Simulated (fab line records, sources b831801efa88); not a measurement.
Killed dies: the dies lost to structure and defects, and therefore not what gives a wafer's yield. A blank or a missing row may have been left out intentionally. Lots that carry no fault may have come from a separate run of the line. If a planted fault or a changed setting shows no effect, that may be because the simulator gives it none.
Which tool was responsible? + flow gf180mcu + 36 wafers from 12 lots sampled at 2 of the route's 602 steps

## WHAT THE GAUGES READ, wafer by wafer
GF_CONTACT_BOW_MEAS_05.
| lot  | measured     | on            | CONTACT_BOW (um) |
|------|--------------|---------------|------------------|
| L075 | day 15 16:13 | film-metro-03 | 67 65 63         |
| L077 | day 16 05:23 | film-metro-03 | 60 61 61         |
| L079 | day 16 20:22 | film-metro-03 | 52 58 68         |
| L081 | day 17 17:48 | film-metro-03 | 65 71 64         |
| L083 | day 18 07:26 | film-metro-04 | 55 52 59         |
| L085 | day 19 08:44 | film-metro-02 | 57 57 74         |
| L087 | day 19 23:21 | film-metro-02 | 59 66 68         |
| L089 | day 20 17:51 | film-metro-03 | 68 69 70         |
| L091 | day 21 08:44 | film-metro-02 | 56 76 67         |
| L093 | day 21 23:49 | film-metro-04 | 59 56 63         |
| L095 | day 22 21:13 | film-metro-02 | 66 65 70         |
| L097 | day 23 17:56 | film-metro-04 | 68 61 67         |

## WHICH TOOL RAN EACH LOT (tool, then ch and the chambers of the sampled wafers, then the start)
| lot  | GF_VT_IMPLANT_RTA_45             |
|------|----------------------------------|
| L075 | rtp-anneal-01 ch 0, day 7 22:27  |
| L077 | rtp-anneal-01 ch 0, day 8 09:47  |
| L079 | rtp-anneal-01 ch 0, day 8 20:22  |
| L081 | rtp-anneal-02 ch 0, day 9 12:13  |
| L083 | rtp-anneal-02 ch 0, day 10 02:17 |
| L085 | rtp-anneal-02 ch 0, day 10 17:56 |
| L087 | rtp-anneal-02 ch 0, day 11 04:10 |
| L089 | rtp-anneal-02 ch 0, day 11 18:01 |
| L091 | rtp-anneal-01 ch 0, day 12 07:28 |
| L093 | rtp-anneal-01 ch 0, day 12 21:16 |
| L095 | rtp-anneal-02 ch 0, day 13 18:08 |
| L097 | rtp-anneal-01 ch 0, day 14 09:26 |
- GF_VT_IMPLANT_RTA_45: time 30 s.

## THE ANSWER, worked out from the rows above alone
Rule: the lots themselves supply what counts as usual. The widest of any qualifying gaps counts: lots, ordered by their means at a reading, are off when they make up no more than a third of the lots, leave a main group of 4 or more, and stand apart from it by 3 or more times the standard deviation of that group's means. Not used: any main group whose means are identical at the precision the tables above print for the reading. A lot without any number at a reading at which 4 lots or more have one is off too. Any other lot the step has rows for is counted as sound.
No lot is off at any reading shown: from this, nothing can be told.

## WHAT THE SIMULATOR HAD PUT IN
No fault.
